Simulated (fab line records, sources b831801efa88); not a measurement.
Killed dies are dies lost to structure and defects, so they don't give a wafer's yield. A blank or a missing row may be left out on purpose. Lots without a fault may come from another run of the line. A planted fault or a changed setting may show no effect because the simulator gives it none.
Which tool did it? | flow gf180mcu | 14 lots, 42 wafers sampled, at 2 steps of a route of 602

WHAT THE GAUGES READ, wafer by wafer
GF_V3_THK_MEAS_03.
lot  | measured     | on            | V3_CVD_02_THK (nm)
L589 | day 21 15:34 | film_metro-01 | 852 855 854
L591 | day 22 07:48 | film_metro-04 | 840 847 856
L592 | day 22 20:50 | film_metro-04 | 841 861 863
L593 | day 23 08:32 | film_metro-01 | 852 851 852
L594 | day 23 15:14 | film_metro-01 | 859 863 867
L595 | day 24 03:58 | film_metro-01 | 854 850 857
L596 | day 24 11:35 | film_metro-02 | 840 846 860
L598 | day 25 05:36 | film_metro-02 | 856 842 853
L599 | day 25 12:08 | film_metro-04 | 859 849 870
L600 | day 25 20:42 | film_metro-01 | 841 861 849
L607 | day 27 20:35 | film_metro-02 | 843 846 856
L608 | day 28 05:11 | film_metro-04 | 810 834 840
L610 | day 28 11:37 | film_metro-02 | 831 833 847
L611 | day 28 21:21 | film_metro-04 | 837 855 835

WHICH TOOL RAN EACH LOT (tool, then ch and the chambers of the sampled wafers, then the start)
lot  | GF_M3_STRIP_17
L589 | plasma_asher-03 ch 0,1, day 21 14:47
L591 | plasma_asher-03 ch 0, day 22 07:04
L592 | plasma_asher-03 ch 0,1, day 22 20:05
L593 | plasma_asher-02 ch 0, day 23 07:48
L594 | plasma_asher-03 ch 0,1, day 23 14:25
L595 | plasma_asher-03 ch 0,1, day 24 03:13
L596 | plasma_asher-02 ch 0,1, day 24 10:52
L598 | plasma_asher-03 ch 0,1, day 25 04:25
L599 | plasma_asher-04 ch 0,1, day 25 11:17
L600 | plasma_asher-03 ch 0,1, day 25 19:59
L607 | plasma_asher-03 ch 0,1, day 27 19:52
L608 | plasma_asher-04 ch 0,1, day 28 04:24
L610 | plasma_asher-03 ch 1, day 28 10:52
L611 | plasma_asher-02 ch 1, day 28 20:32
- GF_M3_STRIP_17: strips in O2/N2.

WHAT THE TOOLS THEMSELVES READ (means of the sampled wafers that have a number; where no wafer has one, the mark that the record gives instead)
GF_M3_STRIP_17.
lot  | tool            | drypump_motor_current_A (A) | heater_power_w (W) | o2_flow_sccm (sccm) | oes_product_au (a.u.) | strip_time_to_endpoint_s (s)
L589 | plasma_asher-03 | 5.70                        | 339                | 2997                | 0.535                 | 7.31
L591 | plasma_asher-03 | 5.57                        | 314                | 2989                | 0.538                 | 7.41
L592 | plasma_asher-03 | 5.67                        | 336                | 2999                | 0.536                 | 7.38
L593 | plasma_asher-02 | 5.64                        | 308                | 3004                | 0.534                 | 7.36
L594 | plasma_asher-03 | 5.68                        | 336                | 3008                | 0.538                 | 7.39
L595 | plasma_asher-03 | 5.70                        | 335                | 3003                | 0.534                 | 7.32
L596 | plasma_asher-02 | 5.40                        | 333                | 3001                | 0.539                 | 7.36
L598 | plasma_asher-03 | 5.83                        | 353                | 3004                | 0.537                 | 7.36
L599 | plasma_asher-04 | 5.26                        | 315                | 3005                | 0.537                 | 7.37
L600 | plasma_asher-03 | 5.82                        | 358                | 2996                | 0.540                 | 7.42
L607 | plasma_asher-03 | 5.83                        | 357                | 3002                | 0.538                 | 7.38
L608 | plasma_asher-04 | 5.26                        | 315                | 2998                | 0.535                 | 7.36
L610 | plasma_asher-03 | 5.96                        | 379                | 2991                | 0.539                 | 7.37
L611 | plasma_asher-02 | 5.26                        | 353                | 3001                | 0.539                 | 7.38

THE ANSWER, worked out from the rows above alone
Rule: what is usual is taken from the lots themselves. Put in order of their means at a reading, lots are off if they are a third of the lots or fewer, leave a main group of 4 or more, and stand apart from it by a gap of 3 or more times the standard deviation of the main group's means; of several such gaps the widest counts. A main group whose means are all the same, to the digits that the tables above print for the reading, isn't used. A lot without any number at a reading at which 4 lots or more have one is off too. The other lots that the step has rows for count as sound. The gauges are gone through in route order, then the tools' own readings, and for those a lot's mean is taken as printed above. The first step at which some lot is off is used, and at that step the reading that is off furthest; a lot without a number counts as furthest.
No lot is off at any reading shown: from this, nothing can be told.

WHAT THE SIMULATOR HAD PUT IN
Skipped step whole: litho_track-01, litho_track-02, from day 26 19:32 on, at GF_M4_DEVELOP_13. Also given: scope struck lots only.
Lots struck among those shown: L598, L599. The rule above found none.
